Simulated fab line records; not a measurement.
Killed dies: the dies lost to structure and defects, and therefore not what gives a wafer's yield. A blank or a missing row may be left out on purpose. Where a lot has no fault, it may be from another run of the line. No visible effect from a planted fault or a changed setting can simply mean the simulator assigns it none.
Matching of chambers | flow sky130 | SKY_PASSIVATION_CVD_02 on pecvd-01 has 3 sister chambers
The step deposits Si3N4, target thk 540 nm. 6 wafers are shown with their chamber, then 12 later ones without.

WAFERS, EACH WITH ITS CHAMBER
wafer  | chamber | heater power w (W)
L084.2 | 2       | 700
L084.4 | 1       | 870
L084.6 | 0       | 585
L086.3 | 2       | 671
L086.4 | 1       | 849
L086.6 | 0       | 696

WAFERS WITHOUT THEIR CHAMBER
wafer  | heater power w (W)
L092.2 | 656
L092.5 | 669
L092.6 | 627
L091.1 | 596
L091.3 | 797
L091.4 | 686
L093.1 | 930
L093.2 | 726
L093.4 | 572
L096.3 | 647
L096.4 | 626
L096.5 | 754

CHAMBER TAKEN BY EACH
wafer  | from the rows above          | in truth
L092.2 | can't be placed: 0 or 2      | 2
L092.5 | can't be placed: 2 or 0      | 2
L092.6 | can't be placed: 0 or 2      | 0
L091.1 | can't be placed: 0 or 2      | 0
L091.3 | can't be placed: 1 or 2 or 0 | 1
L091.4 | can't be placed: 2 or 0      | 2
L093.1 | 1                            | 1
L093.2 | can't be placed: 2 or 0 or 1 | 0
L093.4 | can't be placed: 0 or 2      | 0
L096.3 | can't be placed: 0 or 2      | 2
L096.4 | can't be placed: 0 or 2      | 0
L096.5 | can't be placed: 2 or 1 or 0 | 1
Placed correctly: 1 of 12. These rows do not allow placing 11 (true chamber among the candidates in 11). Wrongly placed: 0.
How it was worked out, from the rows above alone: a wafer's distance from a chamber is the root of the sum, over the readings, of the square of ((its reading less the chamber's mean) divided by the reading's scatter). If the next closest chamber is less than 2 further off than the closest, the wafer can't be placed; otherwise it belongs to the closest. For every chamber, the mean is computed from those of its wafers that are shown. The scatter: take each reading less its chamber's mean, square it, sum over the shown wafers, divide by the number of wafers less the number of chambers, and take the root.
